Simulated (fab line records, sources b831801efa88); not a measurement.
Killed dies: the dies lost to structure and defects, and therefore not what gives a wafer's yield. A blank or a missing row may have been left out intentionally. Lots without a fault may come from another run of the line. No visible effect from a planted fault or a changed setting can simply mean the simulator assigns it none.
fab line records	flow gf180mcu
[record] lots = 5	wafers = 15	lastDay = 33
route steps=602 shown M5@535 V5@540
lots that met no fault: from a run of the same line without faults
startH: hours from the record's opening day to when the first of the lot's shown wafers began	waitH: hours since the lot's step before	" as in the row above	L1.1+2: several wafers, shown together as one row	- either no value or no given start	* or withheld: withheld	< > ~ a bound
route shown NAME@n: NAME is a module with steps in the file, n the number in the route of the first one	usual: average and standard deviation across the fault-free wafers	same: alike in all rows	chamber/n: place in a boat	sites: readings site by site	_std_site: standard deviation of those values	_edge_site: the outer-site mean with the inner-site mean subtracted	radiusMm: how far each site lies from the wafer's centre	mask NAME#n: copy n	behind: tool/chamber where the wafer was last shaped	hold: reason for holding the lot/hours on hold/outcome of the hold	device: the transistor (n, p or np) that didn't switch	end of line: the same wafers' tests at the end of the route	step lacking rows: just its recipe	killed: count of dies lost to structure and defects at first sort (not the wafer's yield)	map: per-die view of a wafer (x killed, . not killed, _ where there is no die)
set.NAME: the setting the step ran with; set.NAME@STEP: the setting that earlier step ran with	model.NAME: the simulator's own value behind a step, which no gauge read
lots at some steps of the route; a table a step, a row a wafer
services: from which hour (startH, from the record's first day; less than 0 if before it) a tool's chamber was out of use, for how many hours, and why
[[steps]]
[step GF_M5_ETCH_09]
[recipe] chemistry = CF4/O2	target = Si3N4	targetDepthNm = 52	sourceW = 800	biasW = 150	pressureMtorr = 150	cf4FlowSccm = 80	O2_flow_sccm = 10	timeS = 11.6
[usual] drypumpMotorCurrentA = 5.7/0.51	oesProductAu = 1.001/0.012	throttleValvePct = 5.970/0.0095
lot.wafer	tool	chamber	startH	waitH	drypumpMotorCurrentA	oesProductAu	rfHoursCounterH	throttleValvePct
L076.2	rieDiel-04	0	634.13	0.0	5.8	1.014	12	5.966
L076.4	"	2	"	"	5.5	1.000	-	5.985
L076.6	"	0	"	"	5.8	1.008	-	5.960
L077.2	rieDiel-04	0	648.04	0.0	5.7	1.011	13	5.978
L077.3	"	1	"	"	5.4	1.012	0	5.965
L077.4	"	0	"	"	5.8	1.020	-	5.966
L079.3	rieDiel-01	2	654.08	0.0	5.4	0.996	10	5.962
L079.5	"	3	"	"	5.1	0.987	-	5.959
L079.6	"	2	"	"	5.4	0.985	-	5.955
L086.1	rieDiel-03	3	707.31	0.0	5.5	1.016	9	5.978
L086.3	"	1	"	"	5.8	1.007	33	5.968
L086.6	"	3	"	"	5.5	1.019	-	5.975
L089.1	rieDiel-03	1	727.74	0.0	5.8	0.984	34	5.964
L089.2	"	3	"	"	5.5	1.013	10	5.983
L089.6	"	1	"	"	5.8	1.001	-	5.953
[step GF_M5_METAL_ETCH_10]
[recipe] chemistry = Cl2/BCl3	maskMaterial = KrF	targetDepthNm = 750.8	stopOn = SiO2	pressureMtorr = 8	icpW = 800	biasW = 140	Cl2_flow_sccm = 80	bcl3FlowSccm = 40	timeS = 125.1
[usual] bcl3FlowSccm = 39.97/0.13	drypumpMotorCurrentA = 6.0/0.36	oesProductAu = 0.989/0.0072	throttleValvePct = 28.232/0.0094
lot.wafer	tool	chamber	startH	waitH	bcl3FlowSccm	drypumpMotorCurrentA	oesProductAu	rfHoursCounterH	throttleValvePct
L076.2	rieMetal-01	1	634.19	0.1	39.81	6.6	0.983	-	28.224
L076.4	"	1	"	"	40.00	6.6	0.994	-	28.233
L076.6	"	1	"	"	39.98	6.5	0.991	-	28.238
L077.2	rieMetal-01	1	648.11	0.1	40.04	6.5	0.975	-	28.232
L077.3	"	1	"	"	40.18	6.6	0.989	-	28.237
L077.4	"	1	"	"	39.91	6.5	0.989	-	28.234
L079.3	rieMetal-03	0	654.14	0.1	39.70	5.8	0.992	-	28.227
L079.5	"	1	"	"	40.06	5.7	0.987	-	28.227
L079.6	"	0	"	"	39.87	5.8	0.984	-	28.236
L086.1	rieMetal-03	1	707.34	0.0	40.00	5.7	0.995	0	28.228
L086.3	"	1	"	"	39.85	5.7	1.000	-	28.237
L086.6	"	1	"	"	39.83	5.7	1.002	-	28.232
L089.1	rieMetal-02	0	727.76	0.0	39.99	5.7	1.003	7	28.210
L089.2	"	1	"	"	39.90	5.7	0.979	4	28.256
L089.6	"	0	"	"	40.05	5.7	0.989	-	28.232
[step GF_M5_STRIP_11]
[recipe] chemistry = O2/N2	powerW = 1400	pressureMtorr = 1500	platenTempC = 250	o2FlowSccm = 3000	n2FlowSccm = 300	overashFraction = 0.5
[usual] drypumpMotorCurrentA = 5.71/0.24	heaterPowerW = 330/39	oesProductAu = 0.523/0.0053	stripTimeToEndpointS = 7.04/0.056
[same] overashFraction = 0.5
lot.wafer	tool	chamber	startH	waitH	drypumpMotorCurrentA	heaterPowerW	oesProductAu	rfHoursCounterH	stripTimeToEndpointS
L076.2	plasmaAsher-01	1	634.41	0.2	5.71	365	0.521	21	7.06
L076.4	"	0	"	"	5.67	336	0.531	-	7.08
L076.6	"	0	"	"	5.66	343	0.522	-	7.04
L077.2	plasmaAsher-04	0	648.32	0.2	5.32	362	0.527	106	7.07
L077.3	"	1	"	"	6.21	317	0.527	-	7.11
L077.4	"	0	"	"	5.32	350	0.520	-	7.06
L079.3	plasmaAsher-01	0	654.26	0.1	5.65	342	0.522	-	7.08
L079.5	"	1	"	"	5.69	369	0.526	-	7.04
L079.6	"	0	"	"	5.68	350	0.520	-	7.03
L086.1	plasmaAsher-02	0	707.51	0.1	5.82	355	0.517	54	7.03
L086.3	"	1	"	"	5.56	264	0.518	-	7.04
L086.6	"	1	"	"	5.56	260	0.523	-	7.02
L089.1	plasmaAsher-04	1	727.89	0.1	6.18	309	0.515	112	6.96
L089.2	"	0	"	"	5.32	353	0.530	112	7.11
L089.6	"	1	"	"	6.21	322	0.523	-	6.95
[step GF_M5_STRIP_12]
[recipe] chemistry = postEtchResidueRemover	timeS = 1200	tempC = 72.5
[usual] bathGuardTempC = 72.3/0.38	bathHeatDutyPct = 14.5/1.4
lot.wafer	tool	chamber	startH	waitH	bathGuardTempC	bathHeatDutyPct
L076.2	wetBench-03	1	634.51	0.1	72.5	12.3
L076.4	"	1	"	"	72.1	12.7
L076.6	"	1	"	"	71.9	13.8
L077.2	wetBench-03	1	648.42	0.1	71.9	14.9
L077.3	"	1	"	"	72.2	13.8
L077.4	"	1	"	"	72.2	13.7
L079.3	wetBench-04	2	654.33	0.0	72.6	16.6
L079.5	"	2	"	"	72.4	15.8
L079.6	"	2	"	"	72.6	18.1
L086.1	wetBench-04	3	707.61	0.1	72.6	15.8
L086.3	"	3	"	"	72.6	14.6
L086.6	"	3	"	"	72.1	15.7
L089.1	wetBench-04	2	727.99	0.1	72.5	16.9
L089.2	"	2	"	"	72.9	17.0
L089.6	"	2	"	"	72.2	18.8
[step GF_M5_CLEAN_13]
[recipe] chemistry = DIW	dry = n2Spin
lot.wafer	tool	chamber	startH	waitH
L076.2+4+6	wetBench-04	0	634.85	0.0
L077.2+3+4	wetBench-04	0	648.76	0.0
L079.3+5+6	wetBench-03	0	654.67	0.0
L086.1+3+6	wetBench-02	3	707.98	0.0
L089.1+2+6	wetBench-02	3	728.33	0.0
[step GF_V5_CVD_00]
[recipe] material = SiO2	targetThkNm = 300	sigmaOpenFrac = 0.3	tempC = 400	timeS = 50	sih4FlowSccm = 60	pressureMtorr = 6
lot.wafer	tool	chamber	startH	waitH
L076.2+4+6	hdpcvd-02	1,1,2	634.94	0.0
L077.2+3+4	hdpcvd-02	0,1,2	648.86	0.0
L079.3+5+6	hdpcvd-01	0,2,1	654.77	0.0
L086.1+3+6	hdpcvd-01	0,1,1	708.07	0.0
L089.1+2+6	hdpcvd-02	0,1,1	728.43	0.0
[step GF_V5_THK_MEAS_01]
[recipe] reads = SiO2_of_V5_CVD_00
[usual] V5_CVD_00_THK = 302/4.6
lot.wafer	tool	chamber	startH	waitH	V5_CVD_00_THK[nm]
L076.2	filmMetro-03	-	635.00	0.0	301
L076.4	"	-	"	"	302
L076.6	"	-	"	"	310
L077.2	filmMetro-03	-	648.91	0.0	306
L077.3	"	-	"	"	298
L077.4	"	-	"	"	314
L079.3	filmMetro-03	-	654.84	0.0	302
L079.5	"	-	"	"	297
L079.6	"	-	"	"	297
L086.1	filmMetro-03	-	708.12	0.0	310
L086.3	"	-	"	"	305
L086.6	"	-	"	"	304
L089.1	filmMetro-03	-	728.47	0.0	303
L089.2	"	-	"	"	305
L089.6	"	-	"	"	304
[step GF_V5_CVD_02]
[recipe] material = SiO2	targetThkNm = 1450	precursor = TEOS	tempC = 400	timeS = 163.28	rfW = 600
[usual] heaterPowerW = 676/85
lot.wafer	tool	chamber	startH	waitH	heaterPowerW
L076.2	pecvd-02	2	635.05	0.0	698
L076.4	"	2	"	"	571
L076.6	"	0	"	"	755
L077.2	pecvd-04	2	648.96	0.0	634
L077.3	"	1	"	"	780
L077.4	"	1	"	"	647
L079.3	pecvd-04	0	654.88	0.0	821
L079.5	"	1	"	"	629
L079.6	"	2	"	"	688
L086.1	pecvd-04	1	708.18	0.1	702
L086.3	"	2	"	"	659
L086.6	"	1	"	"	780
L089.1	pecvd-02	2	728.53	0.1	713
L089.2	"	0	"	"	739
L089.6	"	1	"	"	644
[step GF_V5_THK_MEAS_03]
[recipe] reads = SiO2_of_V5_CVD_02
[usual] V5_CVD_02_THK = 1450/21
lot.wafer	tool	chamber	startH	waitH	V5_CVD_02_THK[nm]
L076.2	filmMetro-04	-	635.16	0.1	1442
L076.4	"	-	"	"	1441
L076.6	"	-	"	"	1472
L077.2	filmMetro-03	-	649.08	0.1	1444
L077.3	"	-	"	"	1422
L077.4	"	-	"	"	1446
L079.3	filmMetro-04	-	655.00	0.1	1421
L079.5	"	-	"	"	1438
L079.6	"	-	"	"	1477
L086.1	filmMetro-04	-	708.29	0.1	1427
L086.3	"	-	"	"	1457
L086.6	"	-	"	"	1463
L089.1	filmMetro-03	-	728.64	0.1	1445
L089.2	"	-	"	"	1436
L089.6	"	-	"	"	1435
[step GF_V5_CMP_04]
[recipe] material = SiO2	downForcePsi = 4	platenRpm = 60	padVelocityMS = 0.94248
[usual] motorCurrentA = 11.9/1.4
lot.wafer	tool	chamber	startH	waitH	motorCurrentA
L076.4	cmp-01	2	635.21	0.0	13.6
L076.2	"	1	"	"	12.2
L076.6	"	2	"	"	14.0
L077.3	cmp-02	3	649.13	0.0	13.6
L077.4	"	0	"	"	10.6
L077.2	"	2	"	"	13.8
L079.3	cmp-02	3	655.19	0.2	12.5
L079.6	"	0	"	"	10.9
L079.5	"	1	"	"	10.1
L086.3	cmp-01	0	709.18	0.9	11.8
L086.1	"	1	"	"	12.0
L086.6	"	3	"	"	11.1
L089.1	cmp-02	1	728.80	0.1	9.0
L089.2	"	2	"	"	14.0
L089.6	"	0	"	"	11.3
[step GF_V5_BOW_MEAS_05]
[recipe] mode = bow
[usual] V5_BOW = 131/11
lot.wafer	tool	chamber	startH	waitH	V5_BOW[um]
L076.2	filmMetro-04	-	635.53	0.1	156
L076.4	"	-	"	"	148
L076.6	"	-	"	"	162
L077.2	filmMetro-03	-	649.45	0.1	156
L077.3	"	-	"	"	146
L077.4	"	-	"	"	144
L079.3	filmMetro-04	-	655.38	0.1	132
L079.5	"	-	"	"	121
L079.6	"	-	"	"	128
L086.1	filmMetro-04	-	709.43	0.1	122
L086.3	"	-	"	"	123
L086.6	"	-	"	"	131
L089.1	filmMetro-04	-	729.00	0.1	111
L089.2	"	-	"	"	112
L089.6	"	-	"	"	131
[step GF_V5_DEHYDRATE_06]
[recipe] tempC = 200	timeS = 60
lot.wafer	tool	chamber	startH	waitH
L076.2+4+6	lithoTrack-03	0	645.35	9.8
L077.2+3+4	lithoTrack-01	0	658.78	9.3
L079.3+5+6	lithoTrack-01	0	664.76	9.4
L086.1+3+6	lithoTrack-01	0	717.61	8.2
L089.1+2+6	lithoTrack-03	0	737.17	8.2
[step GF_V5_HMDS_07]
[recipe] primeTimeS = 60	primeTempC = 120
[same] primeTimeS = 60
lot.wafer	tool	chamber	startH	waitH
L076.2+4+6	lithoTrack-03	0	645.50	0.1
L077.2+3+4	lithoTrack-01	0	658.93	0.1
L079.3+5+6	lithoTrack-01	0	664.91	0.1
L086.1+3+6	lithoTrack-01	0	717.76	0.1
L089.1+2+6	lithoTrack-03	0	737.32	0.1
[step GF_V5_COAT_08]
[recipe] resist = BARC	tempC = withheld	timeS = withheld	spinRpm = withheld	resistThkNm = withheld
[usual] dispensePressureKPa = 48.2/2.5
lot.wafer	tool	chamber	startH	waitH	dispensePressureKPa
L076.2	lithoTrack-03	0	645.65	0.1	50.0
L076.4	"	0	"	"	50.1
L076.6	"	0	"	"	50.0
L077.2	lithoTrack-01	0	659.08	0.1	49.0
L077.3	"	0	"	"	49.0
L077.4	"	0	"	"	49.0
L079.3	lithoTrack-01	0	665.06	0.1	48.9
L079.5	"	0	"	"	48.9
L079.6	"	0	"	"	49.0
L086.1	lithoTrack-01	0	717.91	0.1	49.0
L086.3	"	0	"	"	49.0
L086.6	"	0	"	"	49.0
L089.1	lithoTrack-03	0	737.47	0.1	50.1
L089.2	"	0	"	"	50.1
L089.6	"	0	"	"	50.1
[step GF_V5_COAT_09]
[recipe] resist = KrF	spinRpm = withheld	resistThkNm = 1000
[usual] dispensePressureKPa = 48.2/2.5
lot.wafer	tool	chamber	startH	waitH	dispensePressureKPa
L076.2	lithoTrack-03	0	-	-	50.1
L076.4	"	0	"	"	50.0
L076.6	"	0	"	"	50.1
L077.2	lithoTrack-01	0	-	-	49.0
L077.3	"	0	"	"	49.0
L077.4	"	0	"	"	49.0
L079.3	lithoTrack-01	0	-	-	49.0
L079.5	"	0	"	"	49.0
L079.6	"	0	"	"	49.0
L086.1	lithoTrack-01	0	-	-	49.0
L086.3	"	0	"	"	49.0
L086.6	"	0	"	"	49.0
L089.1	lithoTrack-03	0	-	-	50.1
L089.2	"	0	"	"	50.1
L089.6	"	0	"	"	50.1
[step GF_V5_SOFTBAKE_10]
[recipe] tempC = 130	timeS = 60	resist = KrF
lot.wafer	tool	chamber	startH	waitH
L076.2+4+6	lithoTrack-03	0	-	-
L077.2+3+4	lithoTrack-01	0	-	-
L079.3+5+6	lithoTrack-01	0	-	-
L086.1+3+6	lithoTrack-01	0	-	-
L089.1+2+6	lithoTrack-03	0	-	-
[step GF_V5_EXPOSE_11]
[recipe] maskId = Via5	targetCdNm = 260	na = 0.68	sourceShape = conventional	sigmaOuter = 0.6	doseMj = 38
lot.wafer	tool	chamber	startH	waitH	mask
L076.2+4+6	krfScanner-01	0	-	-	Via5#0
L077.2+3+4	krfScanner-01	0	-	-	Via5#0
L079.3+5+6	krfScanner-02	0	-	-	Via5#0
L086.1+3+6	krfScanner-01	0	-	-	Via5#0
L089.1+2+6	krfScanner-01	0	-	-	Via5#0
[step GF_V5_PEB_12]
[recipe] pebTempC = 135	pebTimeS = 90	resist = KrF
lot.wafer	tool	chamber	startH	waitH
L076.2+4+6	lithoTrack-03	0	-	-
L077.2+3+4	lithoTrack-01	0	-	-
L079.3+5+6	lithoTrack-01	0	-	-
L086.1+3+6	lithoTrack-03	0	-	-
L089.1+2+6	lithoTrack-02	0	-	-
[step GF_V5_DEVELOP_13]
[recipe] developTimeS = 60	resist = KrF	devTempC = 21
[usual] developerTempC = 20.99/0.12
lot.wafer	tool	chamber	startH	waitH	developerTempC
L076.2	lithoTrack-03	0	655.40	0.2	20.86
L076.4	"	0	"	"	20.80
L076.6	"	0	"	"	20.88
L077.2	lithoTrack-01	0	669.13	0.2	20.85
L077.3	"	0	"	"	20.93
L077.4	"	0	"	"	20.94
L079.3	lithoTrack-01	0	674.56	0.1	21.02
L079.5	"	0	"	"	21.09
L079.6	"	0	"	"	20.97
L086.1	lithoTrack-03	0	727.27	0.2	21.16
L086.3	"	0	"	"	21.04
L086.6	"	0	"	"	20.96
L089.1	lithoTrack-02	0	746.83	0.2	21.08
L089.2	"	0	"	"	20.90
L089.6	"	0	"	"	20.86
[step GF_V5_CD_MEAS_14]
[recipe] targetCdNm = 260
[usual] cdNm = 260.2/1.3
lot.wafer	tool	chamber	startH	waitH	cdNm
L076.2	cdSem-02	-	655.54	0.1	261.1
L076.4	"	-	"	"	260.3
L076.6	"	-	"	"	259.6
L077.2	cdSem-02	-	669.28	0.1	260.1
L077.3	"	-	"	"	259.2
L077.4	"	-	"	"	259.4
L079.3	cdSem-01	-	674.70	0.1	261.1
L079.5	"	-	"	"	261.2
L079.6	"	-	"	"	261.0
L086.1	cdSem-01	-	727.42	0.1	259.1
L086.3	"	-	"	"	259.0
L086.6	"	-	"	"	257.5
L089.1	cdSem-01	-	746.98	0.1	260.2
L089.2	"	-	"	"	260.0
L089.6	"	-	"	"	259.2
[step GF_V5_OVL_MEAS_15]
[usual] V5_OVL = -3/5.7
lot.wafer	tool	chamber	startH	waitH	V5_OVL[nm]
L076.2	overlay-02	-	655.65	0.1	-11
L076.4	"	-	"	"	-12
L076.6	"	-	"	"	-16
L077.2	overlay-02	-	669.38	0.1	-13
L077.3	"	-	"	"	-5
L077.4	"	-	"	"	-11
L079.3	overlay-01	-	674.79	0.1	-2
L079.5	"	-	"	"	2
L079.6	"	-	"	"	-5
L086.1	overlay-01	-	727.54	0.1	-11
L086.3	"	-	"	"	-8
L086.6	"	-	"	"	6
L089.1	overlay-02	-	747.10	0.1	0
L089.2	"	-	"	"	-5
L089.6	"	-	"	"	-9
[step GF_V5_ETCH_16]
[recipe] chemistry = N2/H2	targetDepthA = withheld	overetchA = withheld	timeS = withheld	target = BARC	ionEnergyEv = 200	sourceW = 500	biasW = 100	pressureMtorr = 30	n2FlowSccm = 100	h2FlowSccm = 200
[usual] drypumpMotorCurrentA = 5.5/0.42	oesProductAu = 0.854/0.0052	throttleValvePct = 13.224/0.009
lot.wafer	tool	chamber	startH	waitH	drypumpMotorCurrentA	oesProductAu	throttleValvePct
L076.2	rieDiel-02	2	655.68	0.0	5.0	0.852	13.237
L076.4	"	3	"	"	5.6	0.865	13.218
L076.6	"	0	"	"	5.7	0.854	13.234
L077.2	rieDiel-04	0	669.41	0.0	5.8	0.858	13.211
L077.3	"	2	"	"	5.5	0.845	13.212
L077.4	"	2	"	"	5.5	0.856	13.225
L079.3	rieDiel-02	1	674.81	0.0	4.7	0.857	13.226
L079.5	"	1	"	"	4.7	0.860	13.227
L079.6	"	0	"	"	5.7	0.857	13.223
L086.1	rieDiel-01	1	727.58	0.0	6.5	0.858	13.226
L086.3	"	2	"	"	5.4	0.849	13.208
L086.6	"	3	"	"	5.1	0.858	13.211
L089.1	rieDiel-01	2	747.13	0.0	5.4	0.850	13.221
L089.2	"	3	"	"	5.1	0.853	13.220
L089.6	"	1	"	"	6.5	0.849	13.219
[step GF_V5_ETCH_17]
[recipe] chemistry = C4F8/O2/Ar	maskMaterial = KrF	target = SiO2	stopOn = TiN	sourceW = 1500	biasW = 1200	pressureMtorr = 40	c4f8FlowSccm = withheld	O2_flow_sccm = 6	Ar_flow_sccm = 300	timeS = withheld	targetDepthA = 8550
[usual] oesProductAu = 0.860/0.0042
lot.wafer	tool	chamber	startH	waitH	oesProductAu
L076.2	rieDiel-02	2	-	-	0.858
L076.4	"	3	"	"	0.859
L076.6	"	0	"	"	0.857
L077.2	rieDiel-04	0	-	-	0.855
L077.3	"	2	"	"	0.857
L077.4	"	2	"	"	0.863
L079.3	rieDiel-02	1	-	-	0.864
L079.5	"	1	"	"	0.868
L079.6	"	0	"	"	0.860
L086.1	rieDiel-01	1	-	-	0.857
L086.3	"	2	"	"	0.861
L086.6	"	3	"	"	0.862
L089.1	rieDiel-01	2	-	-	0.855
L089.2	"	3	"	"	0.858
L089.6	"	1	"	"	0.862
[step GF_V5_STRIP_18]
[recipe] chemistry = O2/N2	powerW = 1400	pressureMtorr = 1500	platenTempC = 250	o2FlowSccm = 3000	n2FlowSccm = 300	overashFraction = 0.5
[usual] drypumpMotorCurrentA = 5.60/0.21	heaterPowerW = 322/38	oesProductAu = 0.568/0.0055
[same] overashFraction = 0.5
lot.wafer	tool	chamber	startH	waitH	drypumpMotorCurrentA	heaterPowerW	oesProductAu	rfHoursCounterH
L076.2	plasmaAsher-01	1	655.83	-	5.68	364	0.571	23
L076.4	"	0	"	"	5.67	328	0.576	-
L076.6	"	1	"	"	5.68	362	0.570	-
L077.2	plasmaAsher-02	1	669.57	-	5.58	261	0.560	50
L077.3	"	0	"	"	5.83	362	0.572	-
L077.4	"	1	"	"	5.59	262	0.554	-
L079.3	plasmaAsher-02	0	675.00	-	5.79	359	0.572	-
L079.5	"	1	"	"	5.58	264	0.569	-
L079.6	"	0	"	"	5.81	358	0.569	-
L086.1	plasmaAsher-03	1	727.73	-	5.57	314	0.570	102
L086.3	"	0	"	"	5.12	308	0.579	-
L086.6	"	0	"	"	5.11	307	0.579	-
L089.1	plasmaAsher-03	0	747.29	-	5.09	315	0.571	105
L089.2	"	1	"	"	5.58	302	0.566	105
L089.6	"	0	"	"	5.09	311	0.568	-
[step GF_V5_STRIP_19]
[recipe] chemistry = postEtchResidueRemover	timeS = 1200	tempC = 72.5
[usual] bathGuardTempC = 72.3/0.59	bathHeatDutyPct = 14.4/1.4
lot.wafer	tool	chamber	startH	waitH	bathGuardTempC	bathHeatDutyPct
L076.2	wetBench-03	2	655.93	0.1	73.2	13.9
L076.4	"	2	"	"	72.9	12.8
L076.6	"	2	"	"	72.9	12.6
L077.2	wetBench-01	0	669.67	0.1	71.5	13.8
L077.3	"	0	"	"	72.0	13.9
L077.4	"	0	"	"	71.6	13.7
L079.3	wetBench-03	1	675.07	0.0	72.0	12.5
L079.5	"	1	"	"	72.1	13.2
L079.6	"	1	"	"	72.4	14.8
L086.1	wetBench-01	3	727.83	0.1	73.3	12.5
L086.3	"	3	"	"	73.3	10.9
L086.6	"	3	"	"	73.2	12.7
L089.1	wetBench-03	3	747.39	0.1	71.5	17.0
L089.2	"	3	"	"	71.6	16.1
L089.6	"	3	"	"	71.7	18.2
[step GF_V5_CLEAN_20]
[recipe] chemistry = DIW	dry = n2Spin
lot.wafer	tool	chamber	startH	waitH
L076.2+4+6	wetBench-04	1	656.30	0.0
L077.2+3+4	wetBench-04	3	670.01	0.0
L079.3+5+6	wetBench-01	1	675.41	0.0
L086.1+3+6	wetBench-03	0	728.17	0.0
L089.1+2+6	wetBench-04	2	747.76	0.0
[step GF_V5_SPUTTER_21]
[recipe] material = Ti	targetThkNm = 15	chamberPressurePa = 5	powerW = 2500	substrateTempC = 200	timeS = 80.02
[usual] cathodeDcPowerW = 2500.0/0.42	throttleValvePct = 30.0/0.99
lot.wafer	tool	chamber	startH	waitH	cathodeDcPowerW	throttleValvePct
L076.2	pvdSputter-01	-	656.39	0.0	2499.5	30.2
L076.4	"	-	"	"	2499.5	30.5
L076.6	"	-	"	"	2499.8	30.5
L077.2	pvdSputter-01	-	670.10	0.0	2499.1	29.2
L077.3	"	-	"	"	2499.4	30.4
L077.4	"	-	"	"	2500.2	28.8
L079.3	pvdSputter-03	-	675.50	0.0	2499.9	29.8
L079.5	"	-	"	"	2500.8	29.9
L079.6	"	-	"	"	2500.6	29.7
L086.1	pvdSputter-01	-	728.37	0.0	2500.7	30.5
L086.3	"	-	"	"	2499.6	30.4
L086.6	"	-	"	"	2500.1	30.5
L089.1	pvdSputter-01	-	747.85	0.0	2499.8	28.9
L089.2	"	-	"	"	2500.1	30.7
L089.6	"	-	"	"	2498.7	28.8
[step GF_V5_SPUTTER_22]
[recipe] material = TiN	targetThkNm = 10	chamberPressurePa = 5	powerW = 4000	timeS = 40
[usual] cathodeDcPowerW = 4000.0/0.74	throttleValvePct = 30.0/0.97
lot.wafer	tool	chamber	startH	waitH	cathodeDcPowerW	throttleValvePct
L076.2	pvdSputter-01	-	656.45	0.0	4000.2	30.1
L076.4	"	-	"	"	4001.1	30.6
L076.6	"	-	"	"	3999.6	30.3
L077.2	pvdSputter-01	-	670.16	0.0	4000.6	28.6
L077.3	"	-	"	"	3999.7	30.8
L077.4	"	-	"	"	3998.7	29.2
L079.3	pvdSputter-03	-	675.56	0.0	4000.0	29.8
L079.5	"	-	"	"	4000.9	30.1
L079.6	"	-	"	"	4001.3	30.1
L086.1	pvdSputter-01	-	728.43	0.0	3999.2	30.6
L086.3	"	-	"	"	4000.5	30.4
L086.6	"	-	"	"	4000.0	30.5
L089.1	pvdSputter-01	-	747.91	0.0	4001.3	29.0
L089.2	"	-	"	"	4000.5	30.3
L089.6	"	-	"	"	3999.8	28.9
[step GF_V5_CVD_23]
[recipe] material = W	targetThkNm = 350	timeS = 104.9	tempC = 400	pressureTorr = 40
[usual] heaterPowerW = 928/31
lot.wafer	tool	chamber	startH	waitH	heaterPowerW
L076.2	cvdW-02	0	656.49	0.0	928
L076.4	"	0	"	"	939
L076.6	"	0	"	"	935
L077.2	cvdW-02	0	670.20	0.0	923
L077.3	"	0	"	"	916
L077.4	"	1	"	"	956
L079.3	cvdW-01	1	675.64	0.1	876
L079.5	"	0	"	"	920
L079.6	"	1	"	"	878
L086.1	cvdW-02	0	728.47	0.0	969
L086.3	"	1	"	"	958
L086.6	"	1	"	"	946
L089.1	cvdW-01	0	747.95	0.0	926
L089.2	"	1	"	"	860
L089.6	"	1	"	"	892
[step GF_V5_RS_MEAS_24]
[recipe] thkMeasGauge = four-point-probe	reads = W_of_V5_CVD_23+TiN_of_V5_SPUTTER_22+Ti_of_V5_SPUTTER_21
[usual] V5_W_RS = 0.328/0.0041
lot.wafer	tool	chamber	startH	waitH	V5_W_RS[ohm/sq]
L076.2	filmMetro-03	-	656.63	0.1	0.327
L076.4	"	-	"	"	0.325
L076.6	"	-	"	"	0.327
L077.2	filmMetro-04	-	670.33	0.1	0.327
L077.3	"	-	"	"	0.332
L077.4	"	-	"	"	0.331
L079.3	filmMetro-03	-	675.75	0.1	0.326
L079.5	"	-	"	"	0.324
L079.6	"	-	"	"	0.325
L086.1	filmMetro-04	-	728.58	0.1	0.326
L086.3	"	-	"	"	0.335
L086.6	"	-	"	"	0.330
L089.1	filmMetro-04	-	748.06	0.1	0.331
L089.2	"	-	"	"	0.325
L089.6	"	-	"	"	0.329
[step GF_V5_THK_MEAS_25]
[recipe] thkMeasGauge = xrf	reads = W_of_V5_CVD_23
[usual] V5_W_THK = 345/5.5
lot.wafer	tool	chamber	startH	waitH	V5_W_THK[nm]
L076.2	filmMetro-03	-	656.74	0.1	346
L076.4	"	-	"	"	348
L076.6	"	-	"	"	345
L077.2	filmMetro-04	-	670.44	0.1	344
L077.3	"	-	"	"	341
L077.4	"	-	"	"	342
L079.3	filmMetro-03	-	675.85	0.1	351
L079.5	"	-	"	"	350
L079.6	"	-	"	"	352
L086.1	filmMetro-04	-	728.70	0.1	338
L086.3	"	-	"	"	334
L086.6	"	-	"	"	337
L089.1	filmMetro-04	-	748.18	0.1	341
L089.2	"	-	"	"	347
L089.6	"	-	"	"	343
[step GF_V5_CMP_26]
[recipe] stopOn = SiO2	downForcePsi = 3.5	platenRpm = 60	tOverpolishS = 15	targetThkNm = 0	padVelocityMS = 0.94248
[usual] motorCurrentA = 11.1/1.2	overpolishRunS = 15.000/0.0087	timeToEndpointS = 83.5/3
[same] tOverpolishS = 15
lot.wafer	tool	chamber	startH	waitH	motorCurrentA	overpolishRunS	timeToEndpointS
L076.4	cmp-01	1	656.79	0.0	10.9	14.996	79.9
L076.2	"	3	"	"	10.7	14.998	82.6
L076.6	"	2	"	"	12.0	14.998	79.8
L077.2	cmp-01	1	670.63	0.2	11.0	14.998	79.4
L077.4	"	2	"	"	12.4	14.998	79.3
L077.3	"	3	"	"	10.8	14.996	81.4
L079.3	cmp-01	0	676.04	0.2	10.4	14.998	84.6
L079.5	"	1	"	"	11.5	14.986	83.4
L079.6	"	2	"	"	13.2	14.994	83.3
L086.1	cmp-01	0	728.76	0.1	10.7	14.996	87.4
L086.3	"	2	"	"	12.3	15.013	80.5
L086.6	"	0	"	"	10.7	14.999	84.9
L089.1	cmp-02	3	748.29	0.1	11.7	15.002	81.6
L089.2	"	1	"	"	8.6	15.007	89.9
L089.6	"	2	"	"	13.0	15.004	85.5
[[services]]
tool	chamber	startH	hours	kind
cmp-02	-	634.53	10.5	repair
rieDiel-04	3	639.22	5.9	repair
rieDiel-04	2	643.73	11.2	repair
cmp-01	-	645.20	5.0	pm
cmp-01	-	647.58	1.3	repair
krfScanner-01	-	663.71	3.6	pm
rieDiel-04	3	668.99	2.6	repair
krfScanner-01	-	672.95	2.3	repair
rieDiel-02	0	676.98	7.7	repair
krfScanner-01	-	701.52	4.3	repair
krfScanner-01	-	705.86	4.4	pm
cmp-02	-	707.28	2.5	pm
cmp-01	-	711.52	2.2	repair
rieDiel-04	3	713.76	11.6	repair
cmp-01	-	720.73	0.5	repair
krfScanner-01	-	721.17	7.4	repair
pvdSputter-01	-	721.80	2.4	repair
cmp-01	-	723.14	2.7	repair
rieDiel-04	3	733.63	7.9	repair
krfScanner-01	-	743.57	0.3	repair
cmp-01	-	744.03	4.0	pm
krfScanner-01	-	744.04	1.0	pm
cmp-02	-	744.29	0.6	repair
rieDiel-02	0	746.32	1.9	repair
[[key]]
fault none
